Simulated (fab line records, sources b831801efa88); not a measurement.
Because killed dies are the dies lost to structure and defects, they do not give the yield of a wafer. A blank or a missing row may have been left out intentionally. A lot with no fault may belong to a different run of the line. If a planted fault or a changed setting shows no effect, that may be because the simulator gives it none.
Comparing a struck lot with a sound one	flow sky130	37 out of 708 route steps
Sound: the wafers L159.1, L159.2, L159.4. Struck: wafers L174.1, L174.3, L174.6. The cause is named last.
Order at every step that has rows: each side's tool, ch and its chambers, its first start. Under that, the readings that differ: sound wafers	struck wafers	difference of the means	sigmas: that difference in standard deviations of wafers without a fault.
alike: readings whose means differ by less than 2 such deviations, and words and numbers that are the same on both sides. not compared: withheld readings, readings that some wafer has no value for, bounds like >300 that may hide the same value, and numbers for which the record gives no deviation and whose values overlap.
Wherever a step has rows on one side only, a row that says differs or no value, or a row with sigmas, the two part there. When numbers do not overlap yet have no deviation, they are printed without sigmas and do not part them. A reading that every wafer of one side lacks parts them only if that side has two wafers or more.

first, 10 steps without rows for these wafers: SKY_LDD_LDN_SOFTBAKE_03 (time 60 s); SKY_LDD_LDN_EXPOSE_04 (exposes mask LDNTM, target cd 700 nm); SKY_LDD_LDN_PEB_05; SKY_LDD_LDN_DEVELOP_06 (develop time 60 s); SKY_LDD_LDN_IMPLANT_08; SKY_LDD_LDN_IMPLANT_09; SKY_LDD_LDN_IMPLANT_10; SKY_LDD_LDN_IMPLANT_11; SKY_LDD_LDN_STRIP_12 (strips in O2/N2); SKY_LDD_LDN_CLEAN_14 (cleans in SC1/SC2, time 150 s).
SKY_SPACER_CVD_00: deposits Si3N4 from DCS/NH3, target thk 43.1 nm, time 740 s.
  sound on lpcvd-02 ch 0, day 22 07:37; struck on lpcvd-02 ch 0, day 27 23:46
reading	sound	struck	difference	sigmas
spike-tc-bottom-C (C)	787.5 788.5 786.2	778.6 780.3 778.8	-8.2	-4
spike-tc-centre-C (C)	772.8 772.9 772.3	761.8 763.8 763.2	-9.7	-8
spike-tc-lower-C (C)	770.8 768.7 769.0	760.4 760.4 761.3	-8.8	-9
spike-tc-top-C (C)	776.8 776.4 776.0	768.2 768.5 768.3	-8.1	-5
spike-tc-upper-C (C)	770.1 769.2 769.0	760.2 761.6 758.8	-9.2	-7
model.Si3N4_of_SPACER_CVD_00.thk-nm (nm)	43.02 43.11 42.91	36.59 37.23 37.01	-6.07	
SKY_SPACER_THK_MEAS_01:
  sound on film-metro-04, day 22 08:49; struck on film-metro-01, day 28 00:59
reading	sound	struck	difference	sigmas
SPACER_CVD_00_THK (nm)	43.0 43.1 42.9	36.6 37.2 37.0	-6.1	-16
SKY_SPACER_ETCHBACK_02: etches Si3N4 in CH3F/O2, stops on SiO2, time 46.7 s, target depth 45 nm.
  sound on rie-diel-01 ch 1,2,3, day 22 08:53; struck on rie-diel-01 ch 0,1,3, day 28 01:02
reading	sound	struck	difference	sigmas
oes-product-au (a.u.)	0.853 0.861 0.850	0.777 0.792 0.788	-0.069	-11
model.etch.depth-nm (nm)	43.02 43.11 42.91	36.59 37.23 37.01	-6.07	
  alike: chamber-pressure-mTorr, drypump-motor-current-A, throttle-valve-pct
  not compared: rf-hours-counter-h
then, 22 steps without rows for these wafers: SKY_POLY_CUT_DEHYDRATE_00 (time 60 s); SKY_POLY_CUT_HMDS_01 (prime time 60 s); SKY_POLY_CUT_COAT_02 (resist thk 60 nm); SKY_POLY_CUT_COAT_03 (resist thk 450 nm); SKY_POLY_CUT_SOFTBAKE_04 (time 90 s); SKY_POLY_CUT_EXPOSE_05 (exposes mask NPCM, target cd 270 nm); SKY_POLY_CUT_PEB_06; SKY_POLY_CUT_DEVELOP_07 (develop time 60 s); SKY_POLY_CUT_ETCH_10 (etches BARC in N2/H2, stops on SiO2, time 45.9 s, target depth 60 nm); SKY_POLY_CUT_ETCH_11 (etches Si3N4 in CF4/CH2F2/Ar, stops on poly-Si, time 42.5 s, target depth 60 nm); SKY_POLY_CUT_STRIP_12 (strips in O2/N2); SKY_SD_P_DEHYDRATE_00 (time 60 s); SKY_SD_P_HMDS_01 (prime time 60 s); SKY_SD_P_COAT_02 (resist thk 1131 nm); SKY_SD_P_SOFTBAKE_03 (time 60 s); SKY_SD_P_EXPOSE_04 (exposes mask PSDM, target cd 380 nm); SKY_SD_P_PEB_05; SKY_SD_P_DEVELOP_06 (develop time 60 s); SKY_SD_P_IMPLANT_09; SKY_SD_P_STRIP_10 (strips in O2/N2); SKY_RES_XHIGH_DEHYDRATE_00 (time 60 s); SKY_RES_XHIGH_HMDS_01 (prime time 60 s).
-- the record jumps here: 5 days lie between the struck wafers' starts before and after (it left off in module RES_XHIGH and takes up again in module SALICIDE, whose first step shown is number 361 of the route) --
SKY_SALICIDE_CLEAN_00: cleans in HF-last, time 30 s.
  sound on wet-bench-02 ch 0, day 27 07:56; struck on wet-bench-02 ch 1, day 32 15:54
reading	sound	struck	difference	sigmas
model.Si3N4_of_SPACER_CVD_00.thk-nm (nm)	42.04 42.12 41.93	35.6 36.25 36.03	-6.1	
-- the record jumps here: 16 days lie between the struck wafers' starts before and after (it left off in module SALICIDE and takes up again in module PAD_OPEN, whose first step shown is number 708 of the route) --
SKY_PAD_OPEN_PROBE_99:
  sound on prober-02, day 45 06:23; struck on prober-02, day 49 02:38
reading	sound	struck	difference	sigmas
model.etest.pfet_01v8.r-on-ohm-um	2962 3103 3084	2701 2747 2806	-298	
model.etest.nfet-g5v0d10v5.r-on-ohm-um	1904 1933 1933	1856 1875 1881	-53	
model.etest.sonos-uncharged.r-on-ohm-um	814.1 828.5 828.1	752.2 761.8 767.2	-63.2	
model.etest.pfet_01v8.drive-ua-um	185.5 177.3 179.4	206.8 203.8 201.2	+23.2	
model.etest.sram-pfet-latch.drive-ua-um	137.9 119.9 129.7	158.7 153.1 149.9	+24.7	
model.etest.pfet_01v8_hvt.drive-ua-um	137.1 132.7 132.8	155.7 151.4 148.7	+17.7	
model.etest.pfet_01v8_mvt.drive-ua-um	147 142 143.6	157.3 154.2 153	+10.6	
model.etest.pfet_01v8_lvt.drive-ua-um	175.7 170.6 171.3	182.7 178.8 177.6	+7.2	
  alike: killed_at_M0_to_M3, killed_at_M4_up, killed-at-contacts, killed-at-front-end, killed-at-other, killed-dies, killed-on-rim, killed-open, killed-short

== WHERE THEY PART ==
Last at SKY_SPACER_ETCHBACK_02 as far as this record goes, first at SKY_SPACER_CVD_00. Later steps at which nothing parts them and some readings are alike: SKY_PAD_OPEN_PROBE_99.

WHY: what the simulator had put in
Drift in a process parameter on lpcvd-02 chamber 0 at SKY_SPACER_CVD_00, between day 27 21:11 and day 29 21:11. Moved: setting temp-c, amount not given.
